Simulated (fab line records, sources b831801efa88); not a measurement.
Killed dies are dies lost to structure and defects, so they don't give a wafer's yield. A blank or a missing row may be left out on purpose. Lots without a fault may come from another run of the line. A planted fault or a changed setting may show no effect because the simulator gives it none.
A struck lot beside a sound one | flow sky130 | 43 steps out of a route of 708
Sound: wafers L477.2, L477.5, L477.6. Struck: wafers L492.4, L492.5. (L492.3 of the same lot was not struck and is left out.) The cause comes at the end.
At each step with rows: each side's tool, then ch and its chambers, then its first start. Under that, the readings that differ: sound wafers | struck wafers | difference of the means | sigmas: that difference in standard deviations of wafers without a fault.
alike: readings whose means differ by less than 2 such deviations, and words and numbers that are the same on both sides. not compared: withheld readings, readings that some wafer has no value for, bounds like >300 that may hide the same value, and numbers for which the record gives no deviation and whose values overlap.
The two part at a step that has a row with sigmas, a row that says differs or no value, or rows on one side only. Numbers that don't overlap but have no deviation are shown without sigmas and don't part them. A reading that every wafer of one side lacks parts them only if that side has two wafers or more.

SKY_LDD_N_STRIP_16: strips in O2/N2.
  sound on plasma_asher-01 ch 0,1, day 17 11:47; struck on plasma_asher-01 ch 1, day 23 06:37
  alike: chamber_pressure_mTorr, drypump_motor_current_A, oes_product_au, strip_time_to_endpoint_s
  not compared: rf_hours_counter_h
SKY_LDD_N_TW_MEAS_17:
  sound on film_metro-04, day 17 11:54; struck on film_metro-02, day 23 06:43
  alike: LDD_N_TW
then, 7 steps without rows for these wafers: SKY_LDD_P_DEHYDRATE_00 (time 60 s); SKY_LDD_P_HMDS_01 (prime time 60 s); SKY_LDD_P_COAT_02 (resist thk 1140 nm); SKY_LDD_P_SOFTBAKE_03 (time 60 s); SKY_LDD_P_EXPOSE_04 (exposes mask PSDM, target cd 380 nm); SKY_LDD_P_PEB_05; SKY_LDD_P_DEVELOP_06 (develop time 60 s).
SKY_LDD_P_CD_MEAS_07: target cd 380 nm.
  sound on cd_sem-02, day 18 17:28; struck on cd_sem-01, day 24 13:04
  reading    | sound             | struck      | difference | sigmas
  cd_nm (nm) | 379.4 380.7 380.9 | 376.0 373.8 | -5.4       | -2
SKY_LDD_P_OVL_MEAS_08:
  sound on overlay-01, day 18 17:35; struck on overlay-01, day 24 13:10
  alike: LDD_P_OVL
then, 1 step without rows for these wafers: SKY_LDD_P_IMPLANT_09.
SKY_LDD_P_STRIP_10: strips in O2/N2.
  sound on plasma_asher-04 ch 0,1, day 18 17:46; struck on plasma_asher-04 ch 1, day 24 13:22
  alike: chamber_pressure_mTorr, drypump_motor_current_A, oes_product_au, strip_time_to_endpoint_s
  not compared: rf_hours_counter_h
SKY_LDD_P_TW_MEAS_11:
  sound on film_metro-04, day 18 17:52; struck on film_metro-03, day 24 13:28
  alike: LDD_P_TW
then, 7 steps without rows for these wafers: SKY_LDD_HVN_DEHYDRATE_00 (time 60 s); SKY_LDD_HVN_HMDS_01 (prime time 60 s); SKY_LDD_HVN_COAT_02 (resist thk 300 nm); SKY_LDD_HVN_SOFTBAKE_03 (time 60 s); SKY_LDD_HVN_EXPOSE_04 (exposes mask HVNTM, target cd 700 nm); SKY_LDD_HVN_PEB_05; SKY_LDD_HVN_DEVELOP_06 (develop time 60 s).
SKY_LDD_HVN_OVL_MEAS_07:
  sound on overlay-02, day 20 00:22; struck on overlay-01, day 25 19:16
  alike: LDD_HVN_OVL
then, 1 step without rows for these wafers: SKY_LDD_HVN_IMPLANT_08.
SKY_LDD_HVN_STRIP_09: strips in O2/N2.
  sound on plasma_asher-01 ch 0,1, day 20 00:35; struck on plasma_asher-04 ch 0,1, day 25 19:28
  reading                      | sound             | struck      | difference | sigmas
  strip_time_to_endpoint_s (s) | 4.143 4.165 4.176 | 4.204 4.206 | +0.044     | +3
  alike: chamber_pressure_mTorr, drypump_motor_current_A, oes_product_au
  not compared: rf_hours_counter_h
SKY_LDD_HVN_TW_MEAS_10:
  sound on film_metro-01, day 20 00:41; struck on film_metro-04, day 25 19:34
  alike: LDD_HVN_TW
then, 7 steps without rows for these wafers: SKY_LDD_HVP_DEHYDRATE_00 (time 60 s); SKY_LDD_HVP_HMDS_01 (prime time 60 s); SKY_LDD_HVP_COAT_02 (resist thk 300 nm); SKY_LDD_HVP_SOFTBAKE_03 (time 60 s); SKY_LDD_HVP_EXPOSE_04 (exposes mask HVPTM, target cd 700 nm); SKY_LDD_HVP_PEB_05; SKY_LDD_HVP_DEVELOP_06 (develop time 60 s).
SKY_LDD_HVP_OVL_MEAS_07:
  sound on overlay-02, day 21 07:28; struck on overlay-01, day 27 00:22
  alike: LDD_HVP_OVL
then, 1 step without rows for these wafers: SKY_LDD_HVP_IMPLANT_08.
SKY_LDD_HVP_STRIP_09: strips in O2/N2.
  sound on plasma_asher-03 ch 0,1, day 21 07:38; struck on plasma_asher-04 ch 0,1, day 27 00:34
  alike: chamber_pressure_mTorr, drypump_motor_current_A, oes_product_au, strip_time_to_endpoint_s
  not compared: rf_hours_counter_h
SKY_LDD_HVP_TW_MEAS_10:
  sound on film_metro-01, day 21 07:45; struck on film_metro-03, day 27 00:40
  alike: LDD_HVP_TW
then, 6 steps without rows for these wafers: SKY_LDD_LDN_DEHYDRATE_00 (time 60 s); SKY_LDD_LDN_HMDS_01 (prime time 60 s); SKY_LDD_LDN_COAT_02 (resist thk 1140 nm); SKY_LDD_LDN_SOFTBAKE_03 (time 60 s); SKY_LDD_LDN_EXPOSE_04 (exposes mask LDNTM, target cd 700 nm); SKY_LDD_LDN_PEB_05.
-- the record jumps here: 22 days lie between the struck wafers' starts before and after (it left off in module LDD_LDN and takes up again in module PAD_OPEN, whose first step shown is number 708 of the route) --
SKY_PAD_OPEN_PROBE_99:
  sound on prober-02, day 45 16:40; struck on prober-01, day 49 08:14
  reading             | sound    | struck  | difference | sigmas
  killed_at_front_end | 13 12 21 | 58 57   | +42        | +9
  killed_dies         | 83 82 95 | 140 126 | +46        | +5
  alike: killed_at_M0_to_M3, killed_at_M4_up, killed_at_contacts, killed_at_other, killed_open, killed_short

WHERE THEY PART
First at SKY_LDD_P_CD_MEAS_07; last, within this record, at SKY_PAD_OPEN_PROBE_99.

WHY: what the simulator had put in
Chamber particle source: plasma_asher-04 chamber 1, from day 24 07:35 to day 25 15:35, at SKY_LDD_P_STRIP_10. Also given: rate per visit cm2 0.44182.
